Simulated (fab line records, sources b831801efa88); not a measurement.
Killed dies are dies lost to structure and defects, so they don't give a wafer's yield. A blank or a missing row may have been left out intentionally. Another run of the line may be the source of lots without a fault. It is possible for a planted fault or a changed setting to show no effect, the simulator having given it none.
Struck lot and sound lot, side by side :: flow sfqLine :: 14 out of 325 route steps
Sound: wafers L498.4, L498.5, L498.6. Wafers struck: L505.2, L505.5, L505.6. Last of all comes the cause.
Order at every step that has rows: each side's tool, ch and its chambers, its first start. Under that, the readings that differ: sound wafers :: struck wafers :: difference of the means :: sigmas: that difference in standard deviations of wafers without a fault.
alike: readings whose means differ by less than 2 such deviations, and words and numbers that are the same on both sides. not compared: withheld readings, readings that some wafer has no value for, bounds like >300 that may hide the same value, and numbers for which the record gives no deviation and whose values overlap.
A row with sigmas, a row that says differs or no value, or rows on one side alone: a step with any of these is where the two part. When numbers do not overlap yet have no deviation, they are printed without sigmas and do not part them. A reading missing from all wafers of one side parts the sides only when that side holds two or more wafers.

first, 6 steps without rows for these wafers: SFQ_TRILAYER_M3_LITHO_COAT_080 (resist thk 62 nm); SFQ_TRILAYER_M3_LITHO_COAT_075 (resist thk 600 nm); SFQ_TRILAYER_M3_LITHO_SOFTBAKE_079; SFQ_TRILAYER_M3_LITHO_EXPOSE_076 (exposes mask M3, target cd 500 nm); SFQ_TRILAYER_M3_LITHO_PEB_078 (peb time 60 s); SFQ_TRILAYER_M3_LITHO_DEVELOP_077 (time 60 s).
SFQ_M3_OVL_MEAS_921:
  struck on overlay-01, day 38 14:03; sound on overlay-02, day 27 03:31
reading: M3_OVL (nm)
sound: 3 12 5
struck: -3 -4 -6
difference: -11
sigmas: -2
SFQ_TRILAYER_M3_BARC_OPEN_METAL_ETCH_100: etches BARC in O2, target depth 125 nm, time 41.7 s.
  sound on rieMetal-02 ch 0,1, day 27 03:33; struck on rieMetal-04 ch 0,1, day 38 14:05
  alike: drypumpMotorCurrentA, oesProductAu
  not compared: rfHoursCounterH
SFQ_TRILAYER_M3_ETCH_METAL_ETCH_078: etches Nb in Cl2/Ar, stops on SiO2, target depth 240 nm, time 120 s.
  sound on rieMetal-02 ch 0,1, day 27 03:38; struck on rieMetal-04 ch 0,1, day 38 14:08
reading: oesProductAu (a.u.)
sound: 0.894 0.907 0.904
struck: 0.878 0.890 0.887
difference: -0.017
sigmas: -2
  alike: drypumpMotorCurrentA
  not compared: rfHoursCounterH
SFQ_TRILAYER_M3_STRIP_STRIP_079: strips in O2.
  sound on rieMetal-02 ch 0,1, day 27 03:55; struck on rieMetal-04 ch 0,1, day 38 14:16
  alike: drypumpMotorCurrentA, oesProductAu
  not compared: rfHoursCounterH
then, 1 step without rows for these wafers: SFQ_TRILAYER_M3_STRIP_SOLV_CLEAN_080 (cleans in NMP, time 600 s).
SFQ_TRILAYER_I3_DEP_PECVD_081: deposits SiO2 from SiH4/N2O, time 111.11 s, target thk 500 nm.
  sound on pecvd-03 ch 0,1,2, day 27 04:32; struck on pecvd-02 ch 0,1,2, day 38 15:02
reading: rfFwdPowerW (W)
sound: 182.7 181.9 181.8
struck: 254.8 255.8 256.3
difference: +73.5
sigmas: +99 or more

reading: showerheadVppV (V)
sound: 756 827 815
struck: 999 1070 980
difference: +217
sigmas: +5

reading: model.SiO2_of_TRILAYER_I3_DEP_PECVD_081.thkNm (nm)
sound: 507 499.5 504.5
struck: 551.3 557.4 563.8
difference: +53.8
sigmas: 
  alike: heaterPowerW, throttleValvePct
SFQ_TRILAYER_I3_CMP_CMP_082: polishes SiO2.
  sound on cmp-02 ch 2,3, day 28 16:38; struck on cmp-02 ch 1,2, day 38 16:49
reading: timeToEndpointS (s)
sound: 226 215 214
struck: 248 253 254
difference: +33
sigmas: +5
  alike: motorCurrentA
SFQ_I3_BOW_MEAS_922:
  struck on filmMetro-01, day 38 19:20; sound on filmMetro-01, day 28 19:11
reading: I3_BOW (um)
sound: 20 21 11
struck: 0 -6 3
difference: -18
sigmas: -2

== WHERE THEY PART ==
Earliest at SFQ_M3_OVL_MEAS_921; latest, in this record, at SFQ_I3_BOW_MEAS_922.

WHY: what had been put in by the simulator
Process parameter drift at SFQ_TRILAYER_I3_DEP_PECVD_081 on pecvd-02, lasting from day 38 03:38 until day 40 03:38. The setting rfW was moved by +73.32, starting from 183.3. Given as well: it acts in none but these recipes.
